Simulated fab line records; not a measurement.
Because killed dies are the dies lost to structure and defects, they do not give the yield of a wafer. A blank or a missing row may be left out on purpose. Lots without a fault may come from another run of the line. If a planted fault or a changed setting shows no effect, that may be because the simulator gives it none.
fab line records / flow gf180mcu / part 2 of 2: steps 24 to 33 of 33
record: lots: 5 wafers: 15 last-day: 34
route steps=602 shown HV_LDD@211 NSD@235
lots that met no fault: taken from a fault-free run of the same line
start-h: hours from the record's first day to the start of the lot's first wafer shown / wait-h: how many hours have passed since the lot's step before this one / " unchanged from the row above / L1.1+2: a single row standing in for several wafers / - value missing, or start not given / * or withheld: withheld / < > ~ a bound
route shown NAME@n: NAME is a module with steps in the file, n the number in the route of the first one / usual: mean and standard deviation over wafers with no fault / same: alike in all rows / chamber/n: place in a boat / sites: per-site readings / _std_site: standard deviation across them / _edge_site: the outer-site mean with the inner-site mean subtracted / radius-mm: how far each site lies from the wafer's centre / mask NAME#n: copy n / behind: tool/chamber where the wafer was last shaped / hold: why the lot was held/for how many hours/how that ended / device: the n, p or np transistor that did not switch / end of line: the route-end tests of the same wafers / a step without rows: its recipe alone / killed: at the first sort, the dies lost to defects and structure; wafer yield is something else / map: a wafer's dies, x killed, . not, _ none there
set.NAME: the setting the step ran with; set.NAME@STEP: the setting that earlier step ran with / model.NAME: the simulator's own value behind a step, which no gauge read
lots at selected steps of the route; one table per step, one row per wafer
services: the hour from which a tool's chamber was out of use, counted from the record's first day as start-h (under 0 if before that day), plus the number of hours and why
== steps ==
step: GF_HV_LDD_ETCHBACK_58
recipe: chemistry: CH3F/O2 target: Si3N4 stop-on: SiO2 source-w: 400 bias-w: 80 pressure-mtorr: 25 ch3f-flow-sccm: 40 O2_flow_sccm: 30 time-s: 100 target-depth-a: 900
usual: drypump-motor-current-A: 5.8/0.49 oes-product-au: 0.843/0.0063 throttle-valve-pct: 10.562/0.0082
lot.wafer=L077.1 tool=rie-diel-03 chamber=0 start-h=292.29 wait-h=0.1 drypump-motor-current-A=6.3 oes-product-au=0.839 rf-hours-counter-h=71 throttle-valve-pct=10.552
lot.wafer=L077.3 tool=rie-diel-03 chamber=1 start-h=292.29 wait-h=0.1 drypump-motor-current-A=5.0 oes-product-au=0.843 rf-hours-counter-h=119 throttle-valve-pct=10.557
lot.wafer=L077.4 tool=rie-diel-03 chamber=3 start-h=292.29 wait-h=0.1 drypump-motor-current-A=5.5 oes-product-au=0.842 rf-hours-counter-h=22 throttle-valve-pct=10.566
lot.wafer=L081.2 tool=rie-diel-03 chamber=1 start-h=331.08 wait-h=0.0 drypump-motor-current-A=5.0 oes-product-au=0.848 rf-hours-counter-h=120 throttle-valve-pct=10.559
lot.wafer=L081.3 tool=rie-diel-03 chamber=3 start-h=331.08 wait-h=0.0 drypump-motor-current-A=5.6 oes-product-au=0.837 rf-hours-counter-h=23 throttle-valve-pct=10.567
lot.wafer=L081.6 tool=rie-diel-03 chamber=1 start-h=331.08 wait-h=0.0 drypump-motor-current-A=5.0 oes-product-au=0.832 rf-hours-counter-h=- throttle-valve-pct=10.555
lot.wafer=L082.1 tool=rie-diel-04 chamber=3 start-h=341.36 wait-h=0.1 drypump-motor-current-A=5.8 oes-product-au=0.844 rf-hours-counter-h=3 throttle-valve-pct=10.558
lot.wafer=L082.2 tool=rie-diel-04 chamber=2 start-h=341.36 wait-h=0.1 drypump-motor-current-A=5.6 oes-product-au=0.844 rf-hours-counter-h=89 throttle-valve-pct=10.548
lot.wafer=L082.4 tool=rie-diel-04 chamber=0 start-h=341.36 wait-h=0.1 drypump-motor-current-A=6.4 oes-product-au=0.856 rf-hours-counter-h=69 throttle-valve-pct=10.563
lot.wafer=L084.1 tool=rie-diel-02 chamber=2 start-h=361.07 wait-h=0.1 drypump-motor-current-A=5.3 oes-product-au=0.833 rf-hours-counter-h=0 throttle-valve-pct=10.545
lot.wafer=L084.4 tool=rie-diel-02 chamber=3 start-h=361.07 wait-h=0.1 drypump-motor-current-A=5.8 oes-product-au=0.837 rf-hours-counter-h=- throttle-valve-pct=10.558
lot.wafer=L084.5 tool=rie-diel-02 chamber=1 start-h=361.07 wait-h=0.1 drypump-motor-current-A=6.3 oes-product-au=0.836 rf-hours-counter-h=- throttle-valve-pct=10.577
lot.wafer=L096.2 tool=rie-diel-03 chamber=1 start-h=449.67 wait-h=0.0 drypump-motor-current-A=5.0 oes-product-au=0.836 rf-hours-counter-h=1 throttle-valve-pct=10.552
lot.wafer=L096.3 tool=rie-diel-03 chamber=2 start-h=449.67 wait-h=0.0 drypump-motor-current-A=5.2 oes-product-au=0.844 rf-hours-counter-h=49 throttle-valve-pct=10.568
lot.wafer=L096.5 tool=rie-diel-03 chamber=1 start-h=449.67 wait-h=0.0 drypump-motor-current-A=5.0 oes-product-au=0.844 rf-hours-counter-h=- throttle-valve-pct=10.562
step: GF_NSD_DEHYDRATE_00
recipe: temp-c: 200 time-s: 60
usual: exhaust-pa: 45.0/0.91
lot.wafer=L077.1 tool=litho-track-01 chamber=0 start-h=302.07 wait-h=9.7 exhaust-pa=46.9
lot.wafer=L077.3 tool=litho-track-01 chamber=0 start-h=302.07 wait-h=9.7 exhaust-pa=45.9
lot.wafer=L077.4 tool=litho-track-01 chamber=0 start-h=302.07 wait-h=9.7 exhaust-pa=46.0
lot.wafer=L081.2 tool=litho-track-04 chamber=0 start-h=341.20 wait-h=10.1 exhaust-pa=44.9
lot.wafer=L081.3 tool=litho-track-04 chamber=0 start-h=341.20 wait-h=10.1 exhaust-pa=45.8
lot.wafer=L081.6 tool=litho-track-04 chamber=0 start-h=341.20 wait-h=10.1 exhaust-pa=44.7
lot.wafer=L082.1 tool=litho-track-04 chamber=0 start-h=351.38 wait-h=10.0 exhaust-pa=44.3
lot.wafer=L082.2 tool=litho-track-04 chamber=0 start-h=351.38 wait-h=10.0 exhaust-pa=43.7
lot.wafer=L082.4 tool=litho-track-04 chamber=0 start-h=351.38 wait-h=10.0 exhaust-pa=44.4
lot.wafer=L084.1 tool=litho-track-02 chamber=0 start-h=371.59 wait-h=10.5 exhaust-pa=44.7
lot.wafer=L084.4 tool=litho-track-02 chamber=0 start-h=371.59 wait-h=10.5 exhaust-pa=45.0
lot.wafer=L084.5 tool=litho-track-02 chamber=0 start-h=371.59 wait-h=10.5 exhaust-pa=46.0
lot.wafer=L096.2 tool=litho-track-01 chamber=0 start-h=461.29 wait-h=11.6 exhaust-pa=46.3
lot.wafer=L096.3 tool=litho-track-01 chamber=0 start-h=461.29 wait-h=11.6 exhaust-pa=46.3
lot.wafer=L096.5 tool=litho-track-01 chamber=0 start-h=461.29 wait-h=11.6 exhaust-pa=44.5
step: GF_NSD_HMDS_01
recipe: prime-time-s: 60 prime-temp-c: 120
usual: exhaust-pa: 45.0/0.96
lot.wafer=L077.1 tool=litho-track-01 chamber=0 start-h=302.22 wait-h=0.1 exhaust-pa=45.3
lot.wafer=L077.3 tool=litho-track-01 chamber=0 start-h=302.22 wait-h=0.1 exhaust-pa=45.5
lot.wafer=L077.4 tool=litho-track-01 chamber=0 start-h=302.22 wait-h=0.1 exhaust-pa=45.0
lot.wafer=L081.2 tool=litho-track-04 chamber=0 start-h=341.35 wait-h=0.1 exhaust-pa=45.9
lot.wafer=L081.3 tool=litho-track-04 chamber=0 start-h=341.35 wait-h=0.1 exhaust-pa=45.3
lot.wafer=L081.6 tool=litho-track-04 chamber=0 start-h=341.35 wait-h=0.1 exhaust-pa=45.1
lot.wafer=L082.1 tool=litho-track-04 chamber=0 start-h=351.53 wait-h=0.1 exhaust-pa=45.1
lot.wafer=L082.2 tool=litho-track-04 chamber=0 start-h=351.53 wait-h=0.1 exhaust-pa=44.5
lot.wafer=L082.4 tool=litho-track-04 chamber=0 start-h=351.53 wait-h=0.1 exhaust-pa=46.3
lot.wafer=L084.1 tool=litho-track-02 chamber=0 start-h=371.74 wait-h=0.1 exhaust-pa=44.8
lot.wafer=L084.4 tool=litho-track-02 chamber=0 start-h=371.74 wait-h=0.1 exhaust-pa=46.0
lot.wafer=L084.5 tool=litho-track-02 chamber=0 start-h=371.74 wait-h=0.1 exhaust-pa=45.1
lot.wafer=L096.2 tool=litho-track-01 chamber=0 start-h=461.44 wait-h=0.1 exhaust-pa=43.6
lot.wafer=L096.3 tool=litho-track-01 chamber=0 start-h=461.44 wait-h=0.1 exhaust-pa=44.5
lot.wafer=L096.5 tool=litho-track-01 chamber=0 start-h=461.44 wait-h=0.1 exhaust-pa=44.4
step: GF_NSD_COAT_02
recipe: resist: NOVOLAK spin-rpm: 3000 resist-thk-nm: 1000
usual: exhaust-pa: 45.0/0.83
lot.wafer=L077.1 tool=litho-track-01 chamber=0 start-h=302.37 wait-h=0.1 exhaust-pa=45.8
lot.wafer=L077.3 tool=litho-track-01 chamber=0 start-h=302.37 wait-h=0.1 exhaust-pa=45.8
lot.wafer=L077.4 tool=litho-track-01 chamber=0 start-h=302.37 wait-h=0.1 exhaust-pa=45.3
lot.wafer=L081.2 tool=litho-track-04 chamber=0 start-h=341.50 wait-h=0.1 exhaust-pa=44.5
lot.wafer=L081.3 tool=litho-track-04 chamber=0 start-h=341.50 wait-h=0.1 exhaust-pa=44.7
lot.wafer=L081.6 tool=litho-track-04 chamber=0 start-h=341.50 wait-h=0.1 exhaust-pa=44.7
lot.wafer=L082.1 tool=litho-track-04 chamber=0 start-h=351.68 wait-h=0.1 exhaust-pa=45.5
lot.wafer=L082.2 tool=litho-track-04 chamber=0 start-h=351.68 wait-h=0.1 exhaust-pa=46.0
lot.wafer=L082.4 tool=litho-track-04 chamber=0 start-h=351.68 wait-h=0.1 exhaust-pa=45.0
lot.wafer=L084.1 tool=litho-track-02 chamber=0 start-h=371.89 wait-h=0.1 exhaust-pa=46.4
lot.wafer=L084.4 tool=litho-track-02 chamber=0 start-h=371.89 wait-h=0.1 exhaust-pa=45.1
lot.wafer=L084.5 tool=litho-track-02 chamber=0 start-h=371.89 wait-h=0.1 exhaust-pa=45.3
lot.wafer=L096.2 tool=litho-track-01 chamber=0 start-h=461.59 wait-h=0.1 exhaust-pa=45.1
lot.wafer=L096.3 tool=litho-track-01 chamber=0 start-h=461.59 wait-h=0.1 exhaust-pa=44.3
lot.wafer=L096.5 tool=litho-track-01 chamber=0 start-h=461.59 wait-h=0.1 exhaust-pa=45.3
step: GF_NSD_SOFTBAKE_03
recipe: temp-c: 90 time-s: 60 resist: NOVOLAK
usual: exhaust-pa: 45.2/0.89
lot.wafer=L077.1 tool=litho-track-01 chamber=0 start-h=302.52 wait-h=0.1 exhaust-pa=45.6
lot.wafer=L077.3 tool=litho-track-01 chamber=0 start-h=302.52 wait-h=0.1 exhaust-pa=45.0
lot.wafer=L077.4 tool=litho-track-01 chamber=0 start-h=302.52 wait-h=0.1 exhaust-pa=45.2
lot.wafer=L081.2 tool=litho-track-04 chamber=0 start-h=341.65 wait-h=0.1 exhaust-pa=45.0
lot.wafer=L081.3 tool=litho-track-04 chamber=0 start-h=341.65 wait-h=0.1 exhaust-pa=45.1
lot.wafer=L081.6 tool=litho-track-04 chamber=0 start-h=341.65 wait-h=0.1 exhaust-pa=44.0
lot.wafer=L082.1 tool=litho-track-04 chamber=0 start-h=351.83 wait-h=0.1 exhaust-pa=45.0
lot.wafer=L082.2 tool=litho-track-04 chamber=0 start-h=351.83 wait-h=0.1 exhaust-pa=44.7
lot.wafer=L082.4 tool=litho-track-04 chamber=0 start-h=351.83 wait-h=0.1 exhaust-pa=45.3
lot.wafer=L084.1 tool=litho-track-02 chamber=0 start-h=372.04 wait-h=0.1 exhaust-pa=42.8
lot.wafer=L084.4 tool=litho-track-02 chamber=0 start-h=372.04 wait-h=0.1 exhaust-pa=43.2
lot.wafer=L084.5 tool=litho-track-02 chamber=0 start-h=372.04 wait-h=0.1 exhaust-pa=43.6
lot.wafer=L096.2 tool=litho-track-01 chamber=0 start-h=461.74 wait-h=0.1 exhaust-pa=45.6
lot.wafer=L096.3 tool=litho-track-01 chamber=0 start-h=461.74 wait-h=0.1 exhaust-pa=47.1
lot.wafer=L096.5 tool=litho-track-01 chamber=0 start-h=461.74 wait-h=0.1 exhaust-pa=45.4
step: GF_NSD_EXPOSE_04
recipe: mask-id: Nplus target-cd-nm: 400 na: 0.6 source-shape: conventional sigma-outer: 0.6 dose-mj: 140
usual: exposure-dose-mJ-cm2: 139.99/0.14 reticle-temp-C: 23.02/0.11
lot.wafer=L077.1 tool=iline-stepper-02 chamber=0 start-h=- wait-h=- mask=Nplus#0 exposure-dose-mJ-cm2=140.24 reticle-temp-C=23.05
lot.wafer=L077.3 tool=iline-stepper-02 chamber=0 start-h=- wait-h=- mask=Nplus#0 exposure-dose-mJ-cm2=140.16 reticle-temp-C=23.13
lot.wafer=L077.4 tool=iline-stepper-02 chamber=0 start-h=- wait-h=- mask=Nplus#0 exposure-dose-mJ-cm2=140.44 reticle-temp-C=22.89
lot.wafer=L081.2 tool=iline-stepper-01 chamber=0 start-h=- wait-h=- mask=Nplus#0 exposure-dose-mJ-cm2=140.01 reticle-temp-C=23.01
lot.wafer=L081.3 tool=iline-stepper-01 chamber=0 start-h=- wait-h=- mask=Nplus#0 exposure-dose-mJ-cm2=140.13 reticle-temp-C=22.82
lot.wafer=L081.6 tool=iline-stepper-01 chamber=0 start-h=- wait-h=- mask=Nplus#0 exposure-dose-mJ-cm2=139.75 reticle-temp-C=22.95
lot.wafer=L082.1 tool=iline-stepper-02 chamber=0 start-h=- wait-h=- mask=Nplus#0 exposure-dose-mJ-cm2=139.92 reticle-temp-C=23.14
lot.wafer=L082.2 tool=iline-stepper-02 chamber=0 start-h=- wait-h=- mask=Nplus#0 exposure-dose-mJ-cm2=139.93 reticle-temp-C=22.93
lot.wafer=L082.4 tool=iline-stepper-02 chamber=0 start-h=- wait-h=- mask=Nplus#0 exposure-dose-mJ-cm2=140.23 reticle-temp-C=23.08
lot.wafer=L084.1 tool=iline-stepper-02 chamber=0 start-h=- wait-h=- mask=Nplus#0 exposure-dose-mJ-cm2=140.20 reticle-temp-C=23.05
lot.wafer=L084.4 tool=iline-stepper-02 chamber=0 start-h=- wait-h=- mask=Nplus#0 exposure-dose-mJ-cm2=139.94 reticle-temp-C=23.11
lot.wafer=L084.5 tool=iline-stepper-02 chamber=0 start-h=- wait-h=- mask=Nplus#0 exposure-dose-mJ-cm2=140.08 reticle-temp-C=22.98
lot.wafer=L096.2 tool=iline-stepper-01 chamber=0 start-h=- wait-h=- mask=Nplus#0 exposure-dose-mJ-cm2=139.98 reticle-temp-C=22.99
lot.wafer=L096.3 tool=iline-stepper-01 chamber=0 start-h=- wait-h=- mask=Nplus#0 exposure-dose-mJ-cm2=139.98 reticle-temp-C=22.93
lot.wafer=L096.5 tool=iline-stepper-01 chamber=0 start-h=- wait-h=- mask=Nplus#0 exposure-dose-mJ-cm2=140.00 reticle-temp-C=23.06
step: GF_NSD_PEB_05
recipe: temp-c: withheld time-s: * resist: NOVOLAK
usual: exhaust-pa: 44.9/0.9
lot.wafer=L077.1 tool=litho-track-04 chamber=0 start-h=- wait-h=- exhaust-pa=45.1
lot.wafer=L077.3 tool=litho-track-04 chamber=0 start-h=- wait-h=- exhaust-pa=45.0
lot.wafer=L077.4 tool=litho-track-04 chamber=0 start-h=- wait-h=- exhaust-pa=46.2
lot.wafer=L081.2 tool=litho-track-02 chamber=0 start-h=- wait-h=- exhaust-pa=45.6
lot.wafer=L081.3 tool=litho-track-02 chamber=0 start-h=- wait-h=- exhaust-pa=45.0
lot.wafer=L081.6 tool=litho-track-02 chamber=0 start-h=- wait-h=- exhaust-pa=43.8
lot.wafer=L082.1 tool=litho-track-04 chamber=0 start-h=- wait-h=- exhaust-pa=43.5
lot.wafer=L082.2 tool=litho-track-04 chamber=0 start-h=- wait-h=- exhaust-pa=44.5
lot.wafer=L082.4 tool=litho-track-04 chamber=0 start-h=- wait-h=- exhaust-pa=44.8
lot.wafer=L084.1 tool=litho-track-01 chamber=0 start-h=- wait-h=- exhaust-pa=42.8
lot.wafer=L084.4 tool=litho-track-01 chamber=0 start-h=- wait-h=- exhaust-pa=43.8
lot.wafer=L084.5 tool=litho-track-01 chamber=0 start-h=- wait-h=- exhaust-pa=43.7
lot.wafer=L096.2 tool=litho-track-01 chamber=0 start-h=- wait-h=- exhaust-pa=44.9
lot.wafer=L096.3 tool=litho-track-01 chamber=0 start-h=- wait-h=- exhaust-pa=44.6
lot.wafer=L096.5 tool=litho-track-01 chamber=0 start-h=- wait-h=- exhaust-pa=44.5
step: GF_NSD_DEVELOP_06
recipe: develop-time-s: 60 dev-temp-c: 23
usual: exhaust-pa: 45.1/0.79
lot.wafer=L077.1 tool=litho-track-04 chamber=0 start-h=312.08 wait-h=0.1 exhaust-pa=46.0
lot.wafer=L077.3 tool=litho-track-04 chamber=0 start-h=312.08 wait-h=0.1 exhaust-pa=44.4
lot.wafer=L077.4 tool=litho-track-04 chamber=0 start-h=312.08 wait-h=0.1 exhaust-pa=46.0
lot.wafer=L081.2 tool=litho-track-02 chamber=0 start-h=352.41 wait-h=0.1 exhaust-pa=46.5
lot.wafer=L081.3 tool=litho-track-02 chamber=0 start-h=352.41 wait-h=0.1 exhaust-pa=44.5
lot.wafer=L081.6 tool=litho-track-02 chamber=0 start-h=352.41 wait-h=0.1 exhaust-pa=45.0
lot.wafer=L082.1 tool=litho-track-04 chamber=0 start-h=362.28 wait-h=0.1 exhaust-pa=44.3
lot.wafer=L082.2 tool=litho-track-04 chamber=0 start-h=362.28 wait-h=0.1 exhaust-pa=45.1
lot.wafer=L082.4 tool=litho-track-04 chamber=0 start-h=362.28 wait-h=0.1 exhaust-pa=45.3
lot.wafer=L084.1 tool=litho-track-01 chamber=0 start-h=382.97 wait-h=0.1 exhaust-pa=45.5
lot.wafer=L084.4 tool=litho-track-01 chamber=0 start-h=382.97 wait-h=0.1 exhaust-pa=44.5
lot.wafer=L084.5 tool=litho-track-01 chamber=0 start-h=382.97 wait-h=0.1 exhaust-pa=44.6
lot.wafer=L096.2 tool=litho-track-01 chamber=0 start-h=473.64 wait-h=0.1 exhaust-pa=44.4
lot.wafer=L096.3 tool=litho-track-01 chamber=0 start-h=473.64 wait-h=0.1 exhaust-pa=45.9
lot.wafer=L096.5 tool=litho-track-01 chamber=0 start-h=473.64 wait-h=0.1 exhaust-pa=45.7
step: GF_NSD_CD_MEAS_07
recipe: target-cd-nm: 400
usual: cd-nm: 399.6/2.1
lot.wafer=L077.1 tool=cd-sem-02 chamber=- start-h=312.23 wait-h=0.1 cd-nm=399.9
lot.wafer=L077.3 tool=cd-sem-02 chamber=- start-h=312.23 wait-h=0.1 cd-nm=402.4
lot.wafer=L077.4 tool=cd-sem-02 chamber=- start-h=312.23 wait-h=0.1 cd-nm=403.5
lot.wafer=L081.2 tool=cd-sem-02 chamber=- start-h=352.56 wait-h=0.1 cd-nm=399.3
lot.wafer=L081.3 tool=cd-sem-02 chamber=- start-h=352.56 wait-h=0.1 cd-nm=398.2
lot.wafer=L081.6 tool=cd-sem-02 chamber=- start-h=352.56 wait-h=0.1 cd-nm=398.9
lot.wafer=L082.1 tool=cd-sem-02 chamber=- start-h=362.43 wait-h=0.1 cd-nm=402.2
lot.wafer=L082.2 tool=cd-sem-02 chamber=- start-h=362.43 wait-h=0.1 cd-nm=401.1
lot.wafer=L082.4 tool=cd-sem-02 chamber=- start-h=362.43 wait-h=0.1 cd-nm=402.5
lot.wafer=L084.1 tool=cd-sem-01 chamber=- start-h=383.12 wait-h=0.1 cd-nm=399.3
lot.wafer=L084.4 tool=cd-sem-01 chamber=- start-h=383.12 wait-h=0.1 cd-nm=402.6
lot.wafer=L084.5 tool=cd-sem-01 chamber=- start-h=383.12 wait-h=0.1 cd-nm=400.4
lot.wafer=L096.2 tool=cd-sem-02 chamber=- start-h=473.78 wait-h=0.1 cd-nm=395.6
lot.wafer=L096.3 tool=cd-sem-02 chamber=- start-h=473.78 wait-h=0.1 cd-nm=397.7
lot.wafer=L096.5 tool=cd-sem-02 chamber=- start-h=473.78 wait-h=0.1 cd-nm=397.5
step: GF_NSD_OVL_MEAS_08
usual: NSD_OVL: -0.2/1.4
lot.wafer=L077.1 tool=overlay-01 chamber=- start-h=312.35 wait-h=0.1 NSD_OVL[nm]=-0.9
lot.wafer=L077.3 tool=overlay-01 chamber=- start-h=312.35 wait-h=0.1 NSD_OVL[nm]=1.1
lot.wafer=L077.4 tool=overlay-01 chamber=- start-h=312.35 wait-h=0.1 NSD_OVL[nm]=0.1
lot.wafer=L081.2 tool=overlay-01 chamber=- start-h=352.66 wait-h=0.1 NSD_OVL[nm]=1.0
lot.wafer=L081.3 tool=overlay-01 chamber=- start-h=352.66 wait-h=0.1 NSD_OVL[nm]=0.0
lot.wafer=L081.6 tool=overlay-01 chamber=- start-h=352.66 wait-h=0.1 NSD_OVL[nm]=1.2
lot.wafer=L082.1 tool=overlay-01 chamber=- start-h=362.55 wait-h=0.1 NSD_OVL[nm]=-1.1
lot.wafer=L082.2 tool=overlay-01 chamber=- start-h=362.55 wait-h=0.1 NSD_OVL[nm]=-1.1
lot.wafer=L082.4 tool=overlay-01 chamber=- start-h=362.55 wait-h=0.1 NSD_OVL[nm]=-1.7
lot.wafer=L084.1 tool=overlay-01 chamber=- start-h=383.24 wait-h=0.1 NSD_OVL[nm]=-1.1
lot.wafer=L084.4 tool=overlay-01 chamber=- start-h=383.24 wait-h=0.1 NSD_OVL[nm]=-0.4
lot.wafer=L084.5 tool=overlay-01 chamber=- start-h=383.24 wait-h=0.1 NSD_OVL[nm]=-0.7
lot.wafer=L096.2 tool=overlay-02 chamber=- start-h=473.89 wait-h=0.1 NSD_OVL[nm]=0.8
lot.wafer=L096.3 tool=overlay-02 chamber=- start-h=473.89 wait-h=0.1 NSD_OVL[nm]=2.8
lot.wafer=L096.5 tool=overlay-02 chamber=- start-h=473.89 wait-h=0.1 NSD_OVL[nm]=2.1
== services ==
tool=rie-diel-03 chamber=- start-h=253.61 hours=0.2 kind=repair
tool=iline-stepper-02 chamber=- start-h=261.07 hours=1.7 kind=pm
tool=implanter-02 chamber=- start-h=261.16 hours=1.5 kind=repair
tool=rie-diel-03 chamber=0 start-h=267.50 hours=2.6 kind=repair
tool=implanter-04 chamber=- start-h=270.36 hours=9.2 kind=repair
tool=rie-diel-03 chamber=2 start-h=273.85 hours=5.9 kind=repair
tool=implanter-04 chamber=- start-h=290.53 hours=4.1 kind=repair
tool=lpcvd-02 chamber=- start-h=314.61 hours=2.8 kind=pm
tool=rie-diel-03 chamber=0 start-h=325.37 hours=6.8 kind=repair
tool=implanter-04 chamber=- start-h=325.71 hours=4.0 kind=pm
tool=wet-bench-02 chamber=- start-h=326.20 hours=3.0 kind=repair
tool=iline-stepper-02 chamber=- start-h=341.67 hours=2.1 kind=repair
tool=rie-diel-03 chamber=3 start-h=351.42 hours=20.6 kind=repair
tool=wet-bench-02 chamber=- start-h=372.35 hours=4.4 kind=pm
tool=implanter-04 chamber=- start-h=407.55 hours=10.4 kind=repair
tool=rie-diel-03 chamber=2 start-h=411.04 hours=3.9 kind=repair
tool=rie-diel-03 chamber=- start-h=414.71 hours=2.8 kind=pm
tool=implanter-04 chamber=- start-h=418.15 hours=3.0 kind=repair
tool=implanter-04 chamber=- start-h=419.07 hours=2.1 kind=repair
tool=implanter-02 chamber=- start-h=422.65 hours=5.4 kind=repair
tool=plasma-asher-01 chamber=- start-h=429.20 hours=9.6 kind=repair
tool=plasma-asher-01 chamber=- start-h=441.77 hours=4.6 kind=repair
tool=plasma-asher-01 chamber=- start-h=463.97 hours=2.8 kind=pm
tool=implanter-04 chamber=- start-h=468.28 hours=3.3 kind=repair
